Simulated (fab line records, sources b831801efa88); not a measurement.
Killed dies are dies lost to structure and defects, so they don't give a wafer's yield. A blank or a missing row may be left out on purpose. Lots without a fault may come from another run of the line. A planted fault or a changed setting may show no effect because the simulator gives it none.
fab line records | flow sky130
record lots=24 wafers=72 last_day=50
route steps=708 shown METAL1@449 VIA1@459 METAL2@484 VIA2@519
lots that met no fault: from a run of the same line without faults
start_h: hours from the record's first day to the start of the lot's first wafer shown | wait_h: hours since the lot's step before | " the same as in the row above | L1.1+2: a row that stands for several wafers | - no value, or no start given | * or withheld: withheld | < > ~ a bound
route shown NAME@n: a module of which the file shows steps, and the number in the route of the first | usual: mean/standard deviation of fault-free wafers | same: alike in all rows | chamber/n: place in a boat | sites: the reading at each site | _std_site: their standard deviation | _edge_site: outer sites' mean less inner sites' | radius_mm: how far each site lies from the wafer's centre | mask NAME#n: copy n | behind: the tool/chamber that last shaped the wafer | hold: why the lot was held/for how many hours/how that ended | device: the transistor (n, p or np) that didn't switch | end of line: the same wafers' tests at the end of the route | a step without rows: its recipe alone | killed: dies lost to structure and defects at the first sort, not the wafer's yield | map: a wafer's dies, x killed, . not, _ none there
set.NAME: the setting as run; set.NAME@STEP: as run at that earlier step | model.NAME: the simulator's own value behind a step, which no gauge read
steps of the route over a sample of lots; a table a step, a row a wafer
services: from which hour (start_h, from the record's first day; less than 0 if before it) a tool's chamber was out of use, for how many hours, and why
## steps
# step SKY_METAL1_CD_MEAS_15
# recipe target_cd_nm=140
# usual cd_nm=140.5/1.8
# columns lot.wafer tool chamber start_h wait_h cd_nm
L074.4 cd_sem-02 - 770.14 - 138.0
L074.5 " - " " 138.1
L074.6 " - " " 137.7
L075.4 cd_sem-02 - 773.84 - 139.1
L075.5 " - " " 139.6
L075.6 " - " " 138.7
L076.3 cd_sem-01 - 776.44 - 143.0
L076.4 " - " " 141.6
L076.6 " - " " 141.4
L077.1 cd_sem-01 - 790.33 - 141.6
L077.2 " - " " 143.2
L077.3 " - " " 141.6
L078.1 cd_sem-02 - 791.35 - 139.3
L078.2 " - " " 139.8
L078.4 " - " " 139.5
L079.2 cd_sem-01 - 797.69 - 141.5
L079.3 " - " " 141.9
L079.6 " - " " 140.7
L080.3 cd_sem-02 - 802.49 - 139.7
L080.4 " - " " 139.6
L080.5 " - " " 139.0
L081.1 cd_sem-02 - 810.10 - 141.4
L081.2 " - " " 143.7
L081.6 " - " " 143.0
L082.1 cd_sem-02 - 823.03 - 144.6
L082.3 " - " " 145.0
L082.6 " - " " 142.4
L083.2 cd_sem-01 - 827.14 - 138.1
L083.3 " - " " 137.4
L083.6 " - " " 138.3
L084.1 cd_sem-02 - 829.62 - 141.1
L084.3 " - " " 140.9
L084.6 " - " " 140.3
L085.1 cd_sem-02 - 844.30 - 138.4
L085.2 " - " " 139.3
L085.6 " - " " 139.3
L086.1 cd_sem-02 - 849.10 - 141.7
L086.3 " - " " 141.7
L086.5 " - " " 140.1
L087.3 cd_sem-02 - 856.37 - 140.3
L087.5 " - " " 141.4
L087.6 " - " " 140.1
L088.1 cd_sem-02 - 875.12 - 139.6
L088.2 " - " " 140.4
L088.3 " - " " 142.2
L089.2 cd_sem-01 - 879.22 - 140.9
L089.4 " - " " 141.0
L089.6 " - " " 140.1
L090.1 cd_sem-01 - 893.35 - 138.6
L090.5 " - " " 138.3
L090.6 " - " " 139.8
L091.1 cd_sem-02 - 899.52 - 141.9
L091.2 " - " " 141.8
L091.5 " - " " 141.0
L093.1 cd_sem-02 - 903.88 - 136.6
L093.4 " - " " 137.4
L093.5 " - " " 137.9
L092.1 cd_sem-02 - 905.03 - 142.1
L092.3 " - " " 142.9
L092.4 " - " " 143.3
L094.1 cd_sem-01 - 907.73 - 140.7
L094.4 " - " " 139.6
L094.6 " - " " 140.8
L095.1 cd_sem-02 - 934.22 - 140.3
L095.4 " - " " 139.5
L095.5 " - " " 138.9
L097.1 cd_sem-02 - 935.50 - 140.6
L097.3 " - " " 140.9
L097.5 " - " " 142.0
L096.3 cd_sem-01 - 943.26 - 141.7
L096.4 " - " " 142.7
L096.5 " - " " 143.0
# step SKY_VIA1_THK_MEAS_01
# recipe reads=SiO2_of_VIA1_HDPCVD_00
# usual VIA1_HDPCVD_THK=1036/11
# columns lot.wafer tool chamber start_h wait_h VIA1_HDPCVD_THK[nm]
L074.4 film_metro-01 - 771.20 0.0 1027
L074.5 " - " " 1008
L074.6 " - " " 1041
L075.4 film_metro-01 - 775.00 0.0 1041
L075.5 " - " " 1043
L075.6 " - " " 1040
L076.3 film_metro-04 - 777.52 0.1 1047
L076.4 " - " " 1021
L076.6 " - " " 1030
L077.1 film_metro-04 - 791.45 0.1 1041
L077.2 " - " " 1044
L077.3 " - " " 1035
L078.1 film_metro-04 - 792.40 0.1 1045
L078.2 " - " " 1036
L078.4 " - " " 1026
L079.2 film_metro-04 - 798.72 0.1 1036
L079.3 " - " " 1036
L079.6 " - " " 1041
L080.3 film_metro-04 - 803.51 0.1 1022
L080.4 " - " " 1043
L080.5 " - " " 1027
L081.1 film_metro-02 - 811.21 0.1 1029
L081.2 " - " " 1027
L081.6 " - " " 1019
L082.1 film_metro-02 - 824.13 0.1 1047
L082.3 " - " " 1041
L082.6 " - " " 1050
L083.2 film_metro-02 - 828.41 0.1 1038
L083.3 " - " " 1040
L083.6 " - " " 1032
L084.1 film_metro-04 - 830.66 0.1 1048
L084.3 " - " " 1031
L084.6 " - " " 1029
L085.1 film_metro-01 - 845.34 0.1 1024
L085.2 " - " " 1048
L085.6 " - " " 1032
L086.1 film_metro-02 - 850.39 0.1 1041
L086.3 " - " " 1032
L086.5 " - " " 1035
L087.3 film_metro-02 - 857.39 0.1 1044
L087.5 " - " " 1039
L087.6 " - " " 1050
L088.1 film_metro-02 - 876.19 0.1 1042
L088.2 " - " " 1046
L088.3 " - " " 1035
L089.2 film_metro-02 - 880.25 0.1 1046
L089.4 " - " " 1045
L089.6 " - " " 1056
L090.1 film_metro-02 - 894.64 0.1 1013
L090.5 " - " " 1020
L090.6 " - " " 1005
L091.1 film_metro-04 - 900.56 0.1 1055
L091.2 " - " " 1062
L091.5 " - " " 1046
L093.1 film_metro-04 - 904.93 0.1 1027
L093.4 " - " " 1026
L093.5 " - " " 1032
L092.1 film_metro-04 - 906.07 0.1 1036
L092.3 " - " " 1024
L092.4 " - " " 1037
L094.1 film_metro-02 - 908.96 0.1 1043
L094.4 " - " " 1040
L094.6 " - " " 1039
L095.1 film_metro-02 - 935.34 0.1 1058
L095.4 " - " " 1053
L095.5 " - " " 1035
L097.1 film_metro-02 - 936.55 0.1 1031
L097.3 " - " " 1047
L097.5 " - " " 1051
L096.3 film_metro-01 - 944.28 0.1 1025
L096.4 " - " " 1056
L096.5 " - " " 1037
# step SKY_VIA1_OVL_MEAS_13
# usual VIA1_OVL=-1/6.8
# columns lot.wafer tool chamber start_h wait_h VIA1_OVL[nm]
L074.4 overlay-01 - 798.47 0.1 0
L074.5 " - " " -9
L074.6 " - " " -6
L075.4 overlay-01 - 801.76 0.1 -13
L075.5 " - " " -5
L075.6 " - " " -14
L076.3 overlay-01 - 803.42 0.1 -1
L076.4 " - " " 2
L076.6 " - " " 6
L077.1 overlay-02 - 816.87 0.1 1
L077.2 " - " " 6
L077.3 " - " " -9
L078.1 overlay-01 - 818.90 0.1 6
L078.2 " - " " -1
L078.4 " - " " -1
L079.2 overlay-02 - 824.73 0.1 0
L079.3 " - " " 2
L079.6 " - " " 1
L080.3 overlay-01 - 830.57 0.1 6
L080.4 " - " " 3
L080.5 " - " " 15
L081.1 overlay-01 - 837.41 0.1 12
L081.2 " - " " 6
L081.6 " - " " 9
L082.1 overlay-01 - 851.06 0.1 6
L082.3 " - " " 9
L082.6 " - " " 11
L083.2 overlay-02 - 854.76 0.1 -3
L083.3 " - " " -10
L083.6 " - " " 0
L084.1 overlay-02 - 856.66 0.1 -12
L084.3 " - " " -17
L084.6 " - " " -13
L085.1 overlay-01 - 871.57 0.1 -4
L085.2 " - " " -5
L085.6 " - " " 1
L086.1 overlay-02 - 876.32 0.1 1
L086.3 " - " " -2
L086.5 " - " " 7
L087.3 overlay-01 - 883.86 0.1 1
L087.5 " - " " 3
L087.6 " - " " 1
L088.1 overlay-02 - 901.72 0.1 -4
L088.2 " - " " 1
L088.3 " - " " -9
L089.2 overlay-01 - 906.56 0.1 7
L089.4 " - " " 5
L089.6 " - " " 7
L090.1 overlay-01 - 919.15 0.1 6
L090.5 " - " " 4
L090.6 " - " " -8
L091.1 overlay-02 - 926.71 0.1 0
L091.2 " - " " 3
L091.5 " - " " -2
L093.1 overlay-02 - 930.62 0.1 3
L093.4 " - " " 1
L093.5 " - " " 2
L092.1 overlay-01 - 931.26 0.1 4
L092.3 " - " " 7
L092.4 " - " " 0
L094.1 overlay-01 - 933.85 0.1 -4
L094.4 " - " " 0
L094.6 " - " " -1
L095.1 overlay-01 - 960.81 0.1 -5
L095.4 " - " " -11
L095.5 " - " " -9
L097.1 overlay-02 - 961.36 0.1 -22
L097.3 " - " " -19
L097.5 " - " " -11
L096.3 overlay-02 - 968.31 0.1 0
L096.4 " - " " 2
L096.5 " - " " -4
# step SKY_METAL2_SPUTTER_01
# recipe material=TiN target_thk_nm=20 power_w=6500 time_s=16.7 chamber_pressure_pa=0.4
# usual throttle_valve_pct=30.0/1.5
# same time_s=16.7
# columns lot.wafer tool chamber start_h wait_h throttle_valve_pct
L074.4 pvd_sputter-03 - 799.89 0.0 28.5
L074.5 " - " " 28.3
L074.6 " - " " 30.5
L075.4 pvd_sputter-03 - 803.13 0.0 28.6
L075.5 " - " " 30.6
L075.6 " - " " 33.1
L076.3 pvd_sputter-03 - 804.78 0.0 28.5
L076.4 " - " " 28.7
L076.6 " - " " 30.7
L077.1 pvd_sputter-03 - 818.31 0.0 30.7
L077.2 " - " " 28.4
L077.3 " - " " 28.2
L078.1 pvd_sputter-02 - 820.62 0.0 29.4
L078.2 " - " " 30.7
L078.4 " - " " 29.7
L079.2 pvd_sputter-03 - 826.09 0.0 28.5
L079.3 " - " " 33.2
L079.6 " - " " 28.4
L080.3 pvd_sputter-03 - 831.93 0.0 28.2
L080.4 " - " " 28.5
L080.5 " - " " 30.8
L081.1 pvd_sputter-03 - 838.78 0.0 28.2
L081.2 " - " " 30.4
L081.6 " - " " 33.1
L082.1 pvd_sputter-03 - 852.45 0.0 28.3
L082.3 " - " " 28.4
L082.6 " - " " 28.2
L083.2 pvd_sputter-02 - 856.13 0.0 28.6
L083.3 " - " " 29.9
L083.6 " - " " 30.9
L084.1 pvd_sputter-02 - 858.12 0.0 30.7
L084.3 " - " " 29.6
L084.6 " - " " 29.8
L085.1 pvd_sputter-03 - 872.97 0.0 30.7
L085.2 " - " " 33.1
L085.6 " - " " 28.1
L086.1 pvd_sputter-03 - 877.70 0.0 33.1
L086.3 " - " " 30.5
L086.5 " - " " 33.2
L087.3 pvd_sputter-01 - 885.22 0.0 28.5
L087.5 " - " " 28.9
L087.6 " - " " 29.9
L088.1 pvd_sputter-01 - 903.09 0.0 29.7
L088.2 " - " " 29.0
L088.3 " - " " 31.4
L089.2 pvd_sputter-01 - 907.93 0.0 29.5
L089.4 " - " " 29.8
L089.6 " - " " 29.5
L090.1 pvd_sputter-01 - 920.62 0.0 29.9
L090.5 " - " " 31.1
L090.6 " - " " 29.8
L091.1 pvd_sputter-03 - 928.08 0.0 30.6
L091.2 " - " " 28.8
L091.5 " - " " 28.1
L093.1 pvd_sputter-02 - 932.15 0.0 29.5
L093.4 " - " " 28.7
L093.5 " - " " 30.7
L092.1 pvd_sputter-03 - 932.64 0.0 30.5
L092.3 " - " " 28.4
L092.4 " - " " 27.9
L094.1 pvd_sputter-02 - 935.22 0.0 31.2
L094.4 " - " " 29.5
L094.6 " - " " 29.4
L095.1 pvd_sputter-03 - 962.21 0.0 33.0
L095.4 " - " " 28.3
L095.5 " - " " 28.5
L097.1 pvd_sputter-01 - 962.77 0.0 31.6
L097.3 " - " " 28.8
L097.5 " - " " 29.7
L096.3 pvd_sputter-01 - 969.69 0.0 28.8
L096.4 " - " " 29.3
L096.5 " - " " 31.4
# step SKY_METAL2_RS_MEAS_05
# recipe thk_meas_gauge=four-point-probe reads=TiN_of_METAL2_SPUTTER_04+Ti_of_METAL2_SPUTTER_03+AlCu_of_METAL2_SPUTTER_02+TiN_of_METAL2_SPUTTER_01+Ti_of_METAL2_SPUTTER_00
# usual METAL2_ALCU_RS=0.1309/0.0016
# columns lot.wafer tool chamber start_h wait_h METAL2_ALCU_RS[ohm/sq]
L074.4 film_metro-03 - 800.06 0.1 0.1307
L074.5 " - " " 0.1318
L074.6 " - " " 0.1308
L075.4 film_metro-03 - 803.30 0.1 0.1304
L075.5 " - " " 0.1300
L075.6 " - " " 0.1304
L076.3 film_metro-03 - 804.93 0.1 0.1323
L076.4 " - " " 0.1329
L076.6 " - " " 0.1321
L077.1 film_metro-02 - 818.43 0.0 0.1329
L077.2 " - " " 0.1318
L077.3 " - " " 0.1324
L078.1 film_metro-04 - 820.73 0.0 0.1303
L078.2 " - " " 0.1295
L078.4 " - " " 0.1300
L079.2 film_metro-04 - 826.23 0.0 0.1313
L079.3 " - " " 0.1310
L079.6 " - " " 0.1313
L080.3 film_metro-03 - 832.09 0.1 0.1329
L080.4 " - " " 0.1326
L080.5 " - " " 0.1320
L081.1 film_metro-02 - 838.90 0.0 0.1331
L081.2 " - " " 0.1328
L081.6 " - " " 0.1339
L082.1 film_metro-04 - 852.56 0.0 0.1306
L082.3 " - " " 0.1325
L082.6 " - " " 0.1323
L083.2 film_metro-04 - 856.27 0.0 0.1297
L083.3 " - " " 0.1297
L083.6 " - " " 0.1286
L084.1 film_metro-02 - 858.24 0.0 0.1300
L084.3 " - " " 0.1311
L084.6 " - " " 0.1307
L085.1 film_metro-04 - 873.09 0.0 0.1303
L085.2 " - " " 0.1310
L085.6 " - " " 0.1314
L086.1 film_metro-03 - 877.82 0.0 0.1324
L086.3 " - " " 0.1319
L086.5 " - " " 0.1310
L087.3 film_metro-03 - 885.38 0.1 0.1302
L087.5 " - " " 0.1304
L087.6 " - " " 0.1300
L088.1 film_metro-04 - 903.21 0.0 0.1297
L088.2 " - " " 0.1286
L088.3 " - " " 0.1296
L089.2 film_metro-04 - 908.07 0.0 0.1309
L089.4 " - " " 0.1312
L089.6 " - " " 0.1304
L090.1 film_metro-02 - 920.73 0.0 0.1293
L090.5 " - " " 0.1297
L090.6 " - " " 0.1305
L091.1 film_metro-04 - 928.20 0.0 0.1318
L091.2 " - " " 0.1327
L091.5 " - " " 0.1330
L093.1 film_metro-04 - 932.26 0.0 0.1284
L093.4 " - " " 0.1278
L093.5 " - " " 0.1281
L092.1 film_metro-04 - 932.75 0.0 0.1308
L092.3 " - " " 0.1308
L092.4 " - " " 0.1311
L094.1 film_metro-04 - 935.34 0.0 0.1282
L094.4 " - " " 0.1286
L094.6 " - " " 0.1271
L095.1 film_metro-04 - 962.33 0.0 0.1344
L095.4 " - " " 0.1348
L095.5 " - " " 0.1349
L097.1 film_metro-03 - 962.89 0.0 0.1326
L097.3 " - " " 0.1307
L097.5 " - " " 0.1327
L096.3 film_metro-03 - 969.85 0.1 0.1304
L096.4 " - " " 0.1316
L096.5 " - " " 0.1313
# step SKY_VIA2_CD_MEAS_12
# recipe target_cd_nm=200
# usual cd_nm=200.3/1.4
# columns lot.wafer tool chamber start_h wait_h cd_nm
L074.4 cd_sem-01 - 853.39 - 199.9
L074.5 " - " " 198.5
L074.6 " - " " 199.2
L075.4 cd_sem-02 - 856.04 - 201.0
L075.5 " - " " 198.1
L075.6 " - " " 198.2
L076.3 cd_sem-01 - 858.51 - 199.2
L076.4 " - " " 198.3
L076.6 " - " " 198.6
L077.1 cd_sem-02 - 869.53 - 202.1
L077.2 " - " " 203.7
L077.3 " - " " 200.6
L078.1 cd_sem-02 - 873.23 - 200.4
L078.2 " - " " 201.2
L078.4 " - " " 199.9
L079.2 cd_sem-02 - 878.95 - 197.6
L079.3 " - " " 199.3
L079.6 " - " " 199.2
L080.3 cd_sem-01 - 885.08 - 200.7
L080.4 " - " " 201.0
L080.5 " - " " 201.1
L081.1 cd_sem-01 - 890.99 - 201.8
L081.2 " - " " 200.6
L081.6 " - " " 201.4
L082.1 cd_sem-02 - 904.42 - 199.8
L082.3 " - " " 200.3
L082.6 " - " " 199.3
L083.2 cd_sem-01 - 908.75 - 202.4
L083.3 " - " " 202.3
L083.6 " - " " 202.0
L084.1 cd_sem-01 - 910.94 - 199.2
L084.3 " - " " 198.1
L084.6 " - " " 198.5
L085.1 cd_sem-01 - 924.04 - 200.7
L085.2 " - " " 200.3
L085.6 " - " " 201.9
L086.1 cd_sem-02 - 929.29 - 201.1
L086.3 " - " " 200.7
L086.5 " - " " 201.8
L087.3 cd_sem-02 - 936.28 - 197.7
L087.5 " - " " 199.5
L087.6 " - " " 199.4
L088.1 cd_sem-01 - 954.62 - 203.2
L088.2 " - " " 202.6
L088.3 " - " " 203.0
L089.2 cd_sem-02 - 957.95 - 202.6
L089.4 " - " " 201.7
L089.6 " - " " 202.4
L090.1 cd_sem-02 - 970.12 - 200.3
L090.5 " - " " 202.0
L090.6 " - " " 202.5
L091.1 cd_sem-01 - 979.79 - 199.6
L091.2 " - " " 201.0
L091.5 " - " " 199.4
L093.1 cd_sem-01 - 981.71 - 199.9
L093.4 " - " " 199.2
L093.5 " - " " 201.2
L092.1 cd_sem-01 - 982.69 - 200.4
L092.3 " - " " 202.1
L092.4 " - " " 201.3
L094.1 cd_sem-01 - 985.99 - 198.5
L094.4 " - " " 199.2
L094.6 " - " " 199.2
L095.1 cd_sem-01 - 1010.88 - 202.3
L095.4 " - " " 201.2
L095.5 " - " " 202.8
L097.1 cd_sem-01 - 1012.02 - 199.9
L097.3 " - " " 199.2
L097.5 " - " " 200.9
L096.3 cd_sem-01 - 1017.68 - 198.6
L096.4 " - " " 197.9
L096.5 " - " " 198.8
## services
# columns tool chamber start_h hours kind
pvd_sputter-01 - 783.47 75.5 repair
pvd_sputter-02 - 791.30 2.0 repair
pvd_sputter-03 - 791.32 2.4 repair
pvd_sputter-01 - 793.56 13.3 repair
pvd_sputter-03 0 800.00 - consumable_replace:kit
pvd_sputter-03 0 800.00 18.0 scheduled_down
pvd_sputter-03 0 800.00 18.0 vent_cycle
pvd_sputter-01 - 831.63 4.3 repair
pvd_sputter-01 - 840.94 0.5 repair
pvd_sputter-03 - 855.91 0.9 repair
pvd_sputter-01 1 880.30 - consumable_replace:kit
pvd_sputter-01 1 880.30 18.0 scheduled_down
pvd_sputter-01 1 880.30 18.0 vent_cycle
pvd_sputter-02 - 899.78 9.3 repair
pvd_sputter-02 0 958.13 - consumable_replace:kit
pvd_sputter-02 0 958.13 18.0 scheduled_down
pvd_sputter-02 0 958.13 18.0 vent_cycle
## key
fault none
